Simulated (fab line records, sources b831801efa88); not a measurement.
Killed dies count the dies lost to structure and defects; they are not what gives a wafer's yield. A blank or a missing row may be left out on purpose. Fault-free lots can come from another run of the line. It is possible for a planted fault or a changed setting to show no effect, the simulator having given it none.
The tool behind it: which one? / flow sky130 / 12 lots, 36 wafers sampled, at 5 steps of a route of 708

== WHAT EACH GAUGE READ, for each wafer ==
SKY_SD_N_CD_MEAS_07 targets a cd of 380 nm. Usual: 380.1 nm for cd nm, sd 2.2.
lot=L301; measured=day 27 11:11; on=cd sem-01; cd nm (nm)=378.0 380.2 379.6; flag=
lot=L302; measured=day 27 19:28; on=cd sem-02; cd nm (nm)=381.3 379.0 382.0; flag=
lot=L303; measured=day 28 06:59; on=cd sem-02; cd nm (nm)=381.3 379.6 380.3; flag=
lot=L304; measured=day 28 14:58; on=cd sem-01; cd nm (nm)=378.8 382.6 379.4; flag=
lot=L305; measured=day 29 19:31; on=cd sem-01; cd nm (nm)=373.8 376.7 377.1; flag=
lot=L307; measured=day 30 03:40; on=cd sem-02; cd nm (nm)=382.0 382.7 383.8; flag=
lot=L316; measured=day 32 18:40; on=cd sem-02; cd nm (nm)=372.1 370.4 368.1 372.3 370.3 368.1; flag=OFF
lot=L318; measured=day 33 11:07; on=cd sem-02; cd nm (nm)=376.2 376.3 378.7; flag=
lot=L319; measured=day 33 12:54; on=cd sem-02; cd nm (nm)=380.5 382.4 380.4; flag=
lot=L321; measured=day 34 04:37; on=cd sem-01; cd nm (nm)=381.0 383.4 380.2; flag=
lot=L320; measured=day 34 15:04; on=cd sem-01; cd nm (nm)=382.0 384.6 383.1; flag=
lot=L322; measured=day 35 05:13; on=cd sem-01; cd nm (nm)=379.5 380.6 382.7; flag=

SKY_LI_CONTACT_BOW_MEAS_03. Usual: LI_CONTACT_BOW 57 um, standard deviation 6.6.
lot=L301; measured=day 27 12:52; on=film metro-04; LI_CONTACT_BOW (um)=60 58 55; flag=
lot=L302; measured=day 27 21:08; on=film metro-02; LI_CONTACT_BOW (um)=45 56 57; flag=
lot=L303; measured=day 28 08:40; on=film metro-04; LI_CONTACT_BOW (um)=68 61 63; flag=
lot=L304; measured=day 28 16:39; on=film metro-01; LI_CONTACT_BOW (um)=48 50 60; flag=
lot=L305; measured=day 29 21:12; on=film metro-02; LI_CONTACT_BOW (um)=55 59 64; flag=
lot=L307; measured=day 30 05:25; on=film metro-01; LI_CONTACT_BOW (um)=58 54 61; flag=
lot=L316; measured=day 33 01:01; on=film metro-01; LI_CONTACT_BOW (um)=67 70 53; flag=
lot=L318; measured=day 33 12:51; on=film metro-04; LI_CONTACT_BOW (um)=48 52 54; flag=
lot=L319; measured=day 33 14:35; on=film metro-01; LI_CONTACT_BOW (um)=60 59 53; flag=
lot=L321; measured=day 34 06:18; on=film metro-04; LI_CONTACT_BOW (um)=55 57 56; flag=
lot=L320; measured=day 34 17:02; on=film metro-01; LI_CONTACT_BOW (um)=57 39 62; flag=
lot=L322; measured=day 35 06:53; on=film metro-01; LI_CONTACT_BOW (um)=60 60 61; flag=

== EACH LOT AND THE TOOL THAT RAN IT (in order: tool; ch and the chambers of the sampled wafers; start) ==
lot=L301; SKY_POLY_CUT_STRIP_12=plasma asher-01 ch 0,1, day 23 19:16; SKY_SD_N_DEVELOP_06=litho track-03 ch 0, day 27 11:02; SKY_SD_N_RTA_14=rtp anneal-01 ch 0, day 27 11:50
lot=L302; SKY_POLY_CUT_STRIP_12=plasma asher-01 ch 0,1, day 24 04:32; SKY_SD_N_DEVELOP_06=litho track-04 ch 0, day 27 19:19; SKY_SD_N_RTA_14=rtp anneal-02 ch 0, day 27 20:07
lot=L303; SKY_POLY_CUT_STRIP_12=plasma asher-03 ch 0,1, day 24 16:30; SKY_SD_N_DEVELOP_06=litho track-04 ch 0, day 28 06:50; SKY_SD_N_RTA_14=rtp anneal-01 ch 0, day 28 07:40
lot=L304; SKY_POLY_CUT_STRIP_12=plasma asher-04 ch 0,1, day 25 00:07; SKY_SD_N_DEVELOP_06=litho track-02 ch 0, day 28 14:49; SKY_SD_N_RTA_14=rtp anneal-02 ch 0, day 28 15:38
lot=L305; SKY_POLY_CUT_STRIP_12=plasma asher-04 ch 0,1, day 26 06:57; SKY_SD_N_DEVELOP_06=litho track-02 ch 0, day 29 19:22; SKY_SD_N_RTA_14=rtp anneal-01 ch 0, day 29 20:11
lot=L307; SKY_POLY_CUT_STRIP_12=plasma asher-01 ch 0, day 26 14:51; SKY_SD_N_DEVELOP_06=litho track-03 ch 0, day 30 03:31; SKY_SD_N_RTA_14=rtp anneal-01 ch 0, day 30 04:20
lot=L316; SKY_POLY_CUT_STRIP_12=plasma asher-04 ch 0,1, day 29 10:15; SKY_SD_N_DEVELOP_06=litho track-04 ch 0, day 32 18:31; SKY_SD_N_RTA_14=rtp anneal-02 ch 0, day 32 23:20
lot=L318; SKY_POLY_CUT_STRIP_12=plasma asher-03 ch 1, day 30 00:39; SKY_SD_N_DEVELOP_06=litho track-03 ch 0, day 33 10:58; SKY_SD_N_RTA_14=rtp anneal-02 ch 0, day 33 11:47
lot=L319; SKY_POLY_CUT_STRIP_12=plasma asher-04 ch 0,1, day 30 04:50; SKY_SD_N_DEVELOP_06=litho track-03 ch 0, day 33 12:46; SKY_SD_N_RTA_14=rtp anneal-01 ch 0, day 33 13:33
lot=L321; SKY_POLY_CUT_STRIP_12=plasma asher-01 ch 0,1, day 30 20:35; SKY_SD_N_DEVELOP_06=litho track-02 ch 0, day 34 04:28; SKY_SD_N_RTA_14=rtp anneal-02 ch 0, day 34 05:17
lot=L320; SKY_POLY_CUT_STRIP_12=plasma asher-03 ch 0, day 31 05:39; SKY_SD_N_DEVELOP_06=litho track-02 ch 0, day 34 14:55; SKY_SD_N_RTA_14=rtp anneal-01 ch 0, day 34 15:47
lot=L322; SKY_POLY_CUT_STRIP_12=plasma asher-01 ch 0,1, day 31 21:40; SKY_SD_N_DEVELOP_06=litho track-03 ch 0, day 35 05:04; SKY_SD_N_RTA_14=rtp anneal-02 ch 0, day 35 05:53
- SKY_POLY_CUT_STRIP_12: strips in O2/N2.
- SKY_SD_N_DEVELOP_06: develop time 60 s.
- SKY_SD_N_RTA_14: time 2 s.

== WHAT THE TOOLS THEMSELVES READ (means of the sampled wafers that have a number; where no wafer has one, the mark that the record gives instead) ==
SKY_POLY_CUT_STRIP_12. Usual: drypump motor current A 5.3 A, standard deviation 0.37; oes product au 0.452 a.u., standard deviation 0.0041; strip time to endpoint s 5.357 s, standard deviation 0.017.
lot=L301; tool=plasma asher-01; drypump motor current A (A)=5.2; oes product au (a.u.)=0.449; strip time to endpoint s (s)=5.353; flag=
lot=L302; tool=plasma asher-01; drypump motor current A (A)=5.5; oes product au (a.u.)=0.455; strip time to endpoint s (s)=5.348; flag=
lot=L303; tool=plasma asher-03; drypump motor current A (A)=5.4; oes product au (a.u.)=0.450; strip time to endpoint s (s)=5.377; flag=
lot=L304; tool=plasma asher-04; drypump motor current A (A)=5.1; oes product au (a.u.)=0.450; strip time to endpoint s (s)=5.358; flag=
lot=L305; tool=plasma asher-04; drypump motor current A (A)=5.4; oes product au (a.u.)=0.450; strip time to endpoint s (s)=5.359; flag=
lot=L307; tool=plasma asher-01; drypump motor current A (A)=5.7; oes product au (a.u.)=0.456; strip time to endpoint s (s)=5.370; flag=
lot=L316; tool=plasma asher-04; drypump motor current A (A)=5.4; oes product au (a.u.)=0.454; strip time to endpoint s (s)=5.374; flag=
lot=L318; tool=plasma asher-03; drypump motor current A (A)=5.4; oes product au (a.u.)=0.449; strip time to endpoint s (s)=5.360; flag=
lot=L319; tool=plasma asher-04; drypump motor current A (A)=5.1; oes product au (a.u.)=0.449; strip time to endpoint s (s)=5.344; flag=
lot=L321; tool=plasma asher-01; drypump motor current A (A)=5.4; oes product au (a.u.)=0.453; strip time to endpoint s (s)=5.371; flag=
lot=L320; tool=plasma asher-03; drypump motor current A (A)=5.4; oes product au (a.u.)=0.452; strip time to endpoint s (s)=5.367; flag=
lot=L322; tool=plasma asher-01; drypump motor current A (A)=5.5; oes product au (a.u.)=0.456; strip time to endpoint s (s)=5.351; flag=

SKY_SD_N_RTA_14. Usual: anneal temp c max 1081.3, standard deviation 1.3; lamp power pct 15.74 %, standard deviation 0.056; wafer_temp_C_max 1078.0, standard deviation 1.3.
lot=L301; tool=rtp anneal-01; anneal temp c max=1079.6; lamp power pct (%)=15.80; wafer_temp_C_max=1078.8; flag=
lot=L302; tool=rtp anneal-02; anneal temp c max=1081.6; lamp power pct (%)=15.73; wafer_temp_C_max=1078.1; flag=
lot=L303; tool=rtp anneal-01; anneal temp c max=1079.9; lamp power pct (%)=15.75; wafer_temp_C_max=1078.9; flag=
lot=L304; tool=rtp anneal-02; anneal temp c max=1082.2; lamp power pct (%)=15.75; wafer_temp_C_max=1077.2; flag=
lot=L305; tool=rtp anneal-01; anneal temp c max=1080.5; lamp power pct (%)=15.69; wafer_temp_C_max=1079.0; flag=
lot=L307; tool=rtp anneal-01; anneal temp c max=1081.4; lamp power pct (%)=15.71; wafer_temp_C_max=1077.3; flag=
lot=L316; tool=rtp anneal-02; anneal temp c max=1082.4; lamp power pct (%)=15.69; wafer_temp_C_max=1078.7; flag=
lot=L318; tool=rtp anneal-02; anneal temp c max=1081.4; lamp power pct (%)=15.72; wafer_temp_C_max=1079.3; flag=
lot=L319; tool=rtp anneal-01; anneal temp c max=1081.5; lamp power pct (%)=15.72; wafer_temp_C_max=1078.9; flag=
lot=L321; tool=rtp anneal-02; anneal temp c max=1081.9; lamp power pct (%)=15.73; wafer_temp_C_max=1077.1; flag=
lot=L320; tool=rtp anneal-01; anneal temp c max=1080.9; lamp power pct (%)=15.70; wafer_temp_C_max=1078.3; flag=
lot=L322; tool=rtp anneal-02; anneal temp c max=1082.8; lamp power pct (%)=15.77; wafer_temp_C_max=1078.0; flag=

== THE ANSWER, worked out from the rows above alone ==
Rule: lot off if the mean of its wafers having a number is beyond 3 standard deviations from the usual mean. Also off: a lot with no number at a reading for which 4 or more lots have one. The other lots that the step has rows for count as sound. First the gauges in route order, then the tools' own readings, where a lot's mean is used as printed above. At the first step where some lot is off, the reading lying furthest off is the one used; lots without a number count as furthest.
Off: L316 (SKY_SD_N_CD_MEAS_07, cd nm).
If a tool, at a process step before that reading, ran all the lots that are off and no sound lot after the first of them, it fits. The gauges at SKY_SD_N_CD_MEAS_07 are tried like those tools. One fits: litho track-04 at SKY_SD_N_DEVELOP_06. Its last sound lot is L303 (day 28 06:50), its first lot that is off L316 (day 32 18:31): a fault that began between those two fits.

== WHAT WAS PUT IN BY THE SIMULATOR ==
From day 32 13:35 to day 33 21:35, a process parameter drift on litho track-04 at SKY_SD_N_DEVELOP_06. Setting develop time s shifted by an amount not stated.
Lots struck among those shown: L316. Same finding as the rule above.
